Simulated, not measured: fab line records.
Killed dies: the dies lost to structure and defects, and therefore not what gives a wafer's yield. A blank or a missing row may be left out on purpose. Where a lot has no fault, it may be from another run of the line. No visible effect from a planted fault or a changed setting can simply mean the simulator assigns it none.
Split-lot trial	flow gf180mcu	23 wafers read across 5 lots, on a route 602 steps long

## ON THE SPLIT
At GF_NSD_DEVELOP_06 (develop time 60 s), the setting develop-time-s was moved away from the recipe's 60 s on 11 of the 23 wafers read, by -13.4% to +7.2%. This setting was run at the recipe's value on the other wafers.

Split to reading: the file shows no intervening step.

## THE READING
cd-nm, in nm, at GF_NSD_CD_MEAS_07 (target cd 400 nm). On this fab line, fault-free wafers typically give 398.4 nm with a standard deviation of 2.3 nm.

wafer	tool, chamber at the split	develop-time-s as run, s	against the recipe	cd-nm, nm	against lot-mates on the recipe
L074.1	litho-track-02, 0	60	recipe	397.6	-
L074.2	litho-track-02, 0	60	recipe	399.3	-
L074.6	litho-track-02, 0	60	recipe	397.8	-
L076.1	litho-track-04, 0	52.52	-12.5%	384.1	-11.3
L076.2	litho-track-04, 0	52.52	-12.5%	383.9	-11.5
L076.4	litho-track-04, 0	60	recipe	395.0	-
L076.5	litho-track-04, 0	60	recipe	394.7	-
L076.6	litho-track-04, 0	60	recipe	396.5	-
L077.1	litho-track-04, 0	63.35	+5.6%	402.2	+5.1
L077.2	litho-track-04, 0	63.35	+5.6%	402.2	+5.1
L077.3	litho-track-04, 0	63.35	+5.6%	403.2	+6.1
L077.5	litho-track-04, 0	60	recipe	396.9	-
L077.6	litho-track-04, 0	60	recipe	397.4	-
L079.1	litho-track-02, 0	64.33	+7.2%	408.7	+7.1
L079.2	litho-track-02, 0	64.33	+7.2%	406.8	+5.2
L079.3	litho-track-02, 0	64.33	+7.2%	409.0	+7.4
L079.4	litho-track-02, 0	60	recipe	399.9	-
L079.5	litho-track-02, 0	60	recipe	403.4	-
L080.1	litho-track-04, 0	51.95	-13.4%	383.1	-20.5
L080.2	litho-track-04, 0	51.95	-13.4%	382.8	-20.8
L080.4	litho-track-04, 0	51.95	-13.4%	388.3	-15.3
L080.5	litho-track-04, 0	60	recipe	401.8	-
L080.6	litho-track-04, 0	60	recipe	405.4	-

FIT RESULTS
A straight line over all 23 wafers: cd-nm changes by +1.09 nm for each +1% of develop-time-s; r = +0.94; the points scatter about the line by 2.8 nm.
The same after taking each lot's own level away (the mean of its wafers on the recipe; 23 wafers): +1.14 nm for each +1%; r = +0.97; scatter 2.2 nm.
According to that fit, moving develop-time-s by its largest amount changes the reading by 15 nm.
Across the lots, their own levels run from 395.40 to 403.60 nm, a range of 3.6 times the standard deviation given above.
The two slopes are in agreement: the lot-to-lot level therefore moves the slope only a little.
Check: with one of the wafers moved furthest among these (-13.4%) left out of the fit, the line predicts -14.9 nm for it against its lot-mates. Against them it came out at -20.5 nm.

## ADDITIONAL SPLITS CARRIED BY THESE WAFERS
Before the reading, these wafers also passed through other splits. Each is held against what the fit with the lots' levels taken away leaves over:
other split on the same wafers	wafers away from the commonest value	r with cd-nm (lot level and that fit taken away)
GF_NSD_COAT_02 resist-thk-nm	5	-0.17

## THE FILE'S OWN FIT
cd-nm changes by +1.13 nm for each +1% of develop-time-s, r = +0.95.
